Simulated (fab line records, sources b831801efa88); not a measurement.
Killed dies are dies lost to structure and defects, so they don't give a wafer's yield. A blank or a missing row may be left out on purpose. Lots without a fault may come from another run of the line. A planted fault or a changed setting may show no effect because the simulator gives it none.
fab line records | flow sky130 | part 2 of 2: steps 33 to 45 of 45
record lots=5 wafers=15 last_day=50
route steps=708 shown POLY_GATE@221 LDD_N@237 LDD_P@255
lots that met no fault: from a run of the same line without faults
start_h: hours from the record's first day to the start of the lot's first wafer shown | wait_h: hours since the lot's step before | " the same as in the row above | L1.1+2: a row that stands for several wafers | - no value, or no start given | * or withheld: withheld | < > ~ a bound
route shown NAME@n: a module of which the file shows steps, and the number in the route of the first | usual: mean/standard deviation of fault-free wafers | same: alike in all rows | chamber/n: place in a boat | sites: the reading at each site | _std_site: their standard deviation | _edge_site: outer sites' mean less inner sites' | radius_mm: how far each site lies from the wafer's centre | mask NAME#n: copy n | behind: the tool/chamber that last shaped the wafer | hold: why the lot was held/for how many hours/how that ended | device: the transistor (n, p or np) that didn't switch | end of line: the same wafers' tests at the end of the route | a step without rows: its recipe alone | killed: dies lost to structure and defects at the first sort, not the wafer's yield | map: a wafer's dies, x killed, . not, _ none there
set.NAME: the setting as run; set.NAME@STEP: as run at that earlier step | model.NAME: the simulator's own value behind a step, which no gauge read
lots at some steps of the route; a table a step, a row a wafer
services: from which hour (start_h, from the record's first day; less than 0 if before it) a tool's chamber was out of use, for how many hours, and why
## steps
# step SKY_LDD_N_STRIP_16
# recipe chemistry=O2/N2 power_w=1400 pressure_mtorr=1500 platen_temp_c=withheld o2_flow_sccm=3000 n2_flow_sccm=300 overash_fraction=0.5
# usual drypump_motor_current_A=6.2/0.44 oes_product_au=0.410/0.0049 strip_time_to_endpoint_s=4.393/0.014
# same overash_fraction=0.5
# columns lot.wafer tool chamber start_h wait_h drypump_motor_current_A oes_product_au rf_hours_counter_h strip_time_to_endpoint_s
L078.2 plasma_asher-02 1 441.89 0.1 5.4 0.398 27 4.399
L078.4 " 0 " " 6.0 0.410 - 4.398
L078.5 " 0 " " 6.0 0.405 - 4.400
L081.1 plasma_asher-01 1 471.59 0.1 6.4 0.415 4 4.391
L081.2 " 0 " " 6.7 0.413 4 4.396
L081.6 " 1 " " 6.4 0.408 - 4.389
L085.4 plasma_asher-03 0 505.33 0.1 5.7 0.411 - 4.383
L085.5 " 0 " " 5.7 0.407 - 4.382
L085.6 " 1 " " 6.4 0.411 - 4.363
L086.1 plasma_asher-01 1 522.51 0.1 6.4 0.412 9 4.388
L086.5 " 0 " " 6.7 0.408 - 4.392
L086.6 " 1 " " 6.4 0.405 - 4.397
L096.1 plasma_asher-01 0 599.39 0.1 6.7 0.400 17 4.386
L096.3 " 0 " " 6.7 0.410 - 4.383
L096.5 " 1 " " 6.4 0.412 - 4.398
# step SKY_LDD_N_TW_MEAS_17
# usual LDD_N_TW=2590/18
# columns lot.wafer tool chamber start_h wait_h LDD_N_TW
L078.2 film_metro-01 - 442.00 0.1 2571
L078.4 " - " " 2568
L078.5 " - " " 2568
L081.1 film_metro-01 - 471.69 0.1 2591
L081.2 " - " " 2579
L081.6 " - " " 2599
L085.4 film_metro-03 - 505.42 0.1 2602
L085.5 " - " " 2576
L085.6 " - " " 2586
L086.1 film_metro-01 - 522.61 0.1 2584
L086.5 " - " " 2575
L086.6 " - " " 2589
L096.1 film_metro-04 - 599.49 0.1 2601
L096.3 " - " " 2592
L096.5 " - " " 2590
# step SKY_LDD_P_DEHYDRATE_00
# recipe temp_c=200 time_s=60
# columns lot.wafer tool chamber start_h wait_h
L078.2+4+5 litho_track-01 0 456.98 15.0
L081.1+2+6 litho_track-01 0 486.10 14.4
L085.4+5+6 litho_track-01 0 520.57 15.1
L086.1+5+6 litho_track-01 0 537.00 14.4
L096.1+3+5 litho_track-03 0 612.71 13.2
# step SKY_LDD_P_HMDS_01
# recipe prime_time_s=60 prime_temp_c=120
# columns lot.wafer tool chamber start_h wait_h
L078.2+4+5 litho_track-01 0 457.13 0.1
L081.1+2+6 litho_track-01 0 486.25 0.1
L085.4+5+6 litho_track-01 0 520.72 0.1
L086.1+5+6 litho_track-01 0 537.15 0.1
L096.1+3+5 litho_track-03 0 612.86 0.1
# step SKY_LDD_P_COAT_02
# recipe resist=NOVOLAK spin_rpm=3000 resist_thk_nm=1140
# columns lot.wafer tool chamber start_h wait_h
L078.2+4+5 litho_track-01 0 457.28 0.1
L081.1+2+6 litho_track-01 0 486.40 0.1
L085.4+5+6 litho_track-01 0 520.87 0.1
L086.1+5+6 litho_track-01 0 537.30 0.1
L096.1+3+5 litho_track-03 0 613.01 0.1
# step SKY_LDD_P_SOFTBAKE_03
# recipe temp_c=90 time_s=60 resist=NOVOLAK
# columns lot.wafer tool chamber start_h wait_h
L078.2+4+5 litho_track-01 0 457.43 0.1
L081.1+2+6 litho_track-01 0 486.55 0.1
L085.4+5+6 litho_track-01 0 521.02 0.1
L086.1+5+6 litho_track-01 0 537.45 0.1
L096.1+3+5 litho_track-03 0 613.16 0.1
# step SKY_LDD_P_EXPOSE_04
# recipe mask_id=PSDM na=0.6 source_shape=conventional sigma_outer=0.6 polarization=unpolarized target_cd_nm=380 dose_mj=138
# usual reticle_temp_C=22.99/0.1
# columns lot.wafer tool chamber start_h wait_h mask reticle_temp_C
L078.2 iline_stepper-01 0 - - PSDM#0 23.08
L078.4 " 0 " " PSDM#0 23.11
L078.5 " 0 " " PSDM#0 23.08
L081.1 iline_stepper-01 0 - - PSDM#0 22.97
L081.2 " 0 " " PSDM#0 22.93
L081.6 " 0 " " PSDM#0 22.90
L085.4 iline_stepper-01 0 - - PSDM#0 22.89
L085.5 " 0 " " PSDM#0 22.76
L085.6 " 0 " " PSDM#0 22.77
L086.1 iline_stepper-01 0 - - PSDM#0 22.99
L086.5 " 0 " " PSDM#0 23.10
L086.6 " 0 " " PSDM#0 23.08
L096.1 iline_stepper-02 0 - - PSDM#0 23.14
L096.3 " 0 " " PSDM#0 23.00
L096.5 " 0 " " PSDM#0 23.16
# step SKY_LDD_P_PEB_05
# recipe temp_c=withheld time_s=* resist=NOVOLAK
# columns lot.wafer tool chamber start_h wait_h
L078.2+4+5 litho_track-03 0 - -
L081.1+2+6 litho_track-03 0 - -
L085.4+5+6 litho_track-01 0 - -
L086.1+5+6 litho_track-03 0 - -
L096.1+3+5 litho_track-01 0 - -
# step SKY_LDD_P_DEVELOP_06
# recipe resist=NOVOLAK developer=TMAH develop_time_s=60 dev_temp_c=23.57
# columns lot.wafer tool chamber start_h wait_h
L078.2+4+5 litho_track-03 0 472.23 0.1
L081.1+2+6 litho_track-03 0 502.01 0.1
L085.4+5+6 litho_track-01 0 535.77 0.1
L086.1+5+6 litho_track-03 0 552.71 0.1
L096.1+3+5 litho_track-01 0 628.10 0.1
# step SKY_LDD_P_CD_MEAS_07
# recipe target_cd_nm=380
# usual cd_nm=378.5/2.3
# columns lot.wafer tool chamber start_h wait_h cd_nm
L078.2 cd_sem-01 - 472.38 0.1 380.2
L078.4 " - " " 381.4
L078.5 " - " " 382.4
L081.1 cd_sem-02 - 502.16 0.1 377.9
L081.2 " - " " 377.9
L081.6 " - " " 378.9
L085.4 cd_sem-02 - 535.91 0.1 380.8
L085.5 " - " " 378.0
L085.6 " - " " 379.7
L086.1 cd_sem-02 - 552.86 0.1 380.3
L086.5 " - " " 379.2
L086.6 " - " " 380.6
L096.1 cd_sem-02 - 628.25 0.1 381.7
L096.3 " - " " 381.8
L096.5 " - " " 380.9
# step SKY_LDD_P_OVL_MEAS_08
# usual LDD_P_OVL=-1.4/1.5
# columns lot.wafer tool chamber start_h wait_h LDD_P_OVL[nm]
L078.2 overlay-01 - 472.48 0.1 0.1
L078.4 " - " " -0.2
L078.5 " - " " -0.9
L081.1 overlay-01 - 502.28 0.1 -1.0
L081.2 " - " " -2.6
L081.6 " - " " -3.2
L085.4 overlay-02 - 535.99 0.1 -0.5
L085.5 " - " " -1.7
L085.6 " - " " -1.6
L086.1 overlay-02 - 552.98 0.1 1.5
L086.5 " - " " 1.3
L086.6 " - " " -0.3
L096.1 overlay-02 - 628.37 0.1 -1.1
L096.3 " - " " -1.3
L096.5 " - " " -0.1
# step SKY_LDD_P_IMPLANT_09
# recipe species=BF2 energy_kev=25 dose_cm2=1e+13 tilt_deg=withheld
# columns lot.wafer tool chamber start_h wait_h
L078.2+4+5 implanter-04 0 472.54 0.0
L081.1+2+6 implanter-04 0 502.31 0.0
L085.4+5+6 implanter-01 0 536.08 0.1
L086.1+5+6 implanter-01 0 553.01 0.0
L096.1+3+5 implanter-01 0 628.41 0.0
# step SKY_LDD_P_STRIP_10
# recipe chemistry=O2/N2 power_w=1400 pressure_mtorr=1500 platen_temp_c=withheld o2_flow_sccm=3000 n2_flow_sccm=300 overash_fraction=0.5
# usual drypump_motor_current_A=6.0/0.37 oes_product_au=0.716/0.0044 strip_time_to_endpoint_s=14.19/0.041
# same overash_fraction=0.5
# columns lot.wafer tool chamber start_h wait_h drypump_motor_current_A oes_product_au rf_hours_counter_h strip_time_to_endpoint_s
L078.2 plasma_asher-03 0 472.66 0.1 5.7 0.713 78 14.22
L078.4 " 0 " " 5.7 0.718 - 14.21
L078.5 " 0 " " 5.7 0.713 - 14.13
L081.1 plasma_asher-03 0 502.46 0.1 5.6 0.715 81 14.25
L081.2 " 1 " " 6.4 0.715 81 14.22
L081.6 " 0 " " 5.7 0.721 - 14.18
L085.4 plasma_asher-03 0 536.19 0.1 5.7 0.712 - 14.18
L085.5 " 0 " " 5.7 0.714 - 14.18
L085.6 " 1 " " 6.4 0.724 - 14.20
L086.1 plasma_asher-03 0 553.16 0.1 5.7 0.721 85 14.25
L086.5 " 1 " " 6.4 0.723 - 14.19
L086.6 " 0 " " 5.6 0.718 - 14.21
L096.1 plasma_asher-03 1 628.56 0.1 6.4 0.722 93 14.22
L096.3 " 0 " " 5.7 0.711 - 14.22
L096.5 " 1 " " 6.4 0.712 - 14.22
## services
# columns tool chamber start_h hours kind
krf_scanner-02 - 377.83 3.6 pm
implanter-03 - 378.43 1.5 repair
iline_stepper-01 - 387.88 2.8 repair
rie_diel-04 2 397.48 1.8 repair
rie_diel-02 - 398.76 1.0 repair
iline_stepper-01 - 404.67 1.7 pm
implanter-04 - 407.37 2.8 repair
krf_scanner-02 - 409.28 0.8 pm
krf_scanner-02 - 413.04 4.0 pm
plasma_asher-03 - 416.80 2.8 pm
plasma_asher-01 - 421.33 9.0 pm
krf_scanner-02 - 422.66 1.3 pm
rie_diel-04 - 424.86 1.3 repair
implanter-02 - 427.24 3.2 pm
implanter-04 - 427.66 2.7 repair
plasma_asher-03 - 479.09 0.7 repair
plasma_asher-03 - 498.32 3.3 repair
implanter-04 - 507.27 3.5 repair
implanter-02 - 522.49 0.6 repair
implanter-02 - 528.30 3.2 repair
implanter-04 - 541.09 4.4 pm
implanter-02 - 566.53 3.8 repair
implanter-03 - 588.58 8.1 pm
iline_stepper-01 - 622.85 1.7 pm
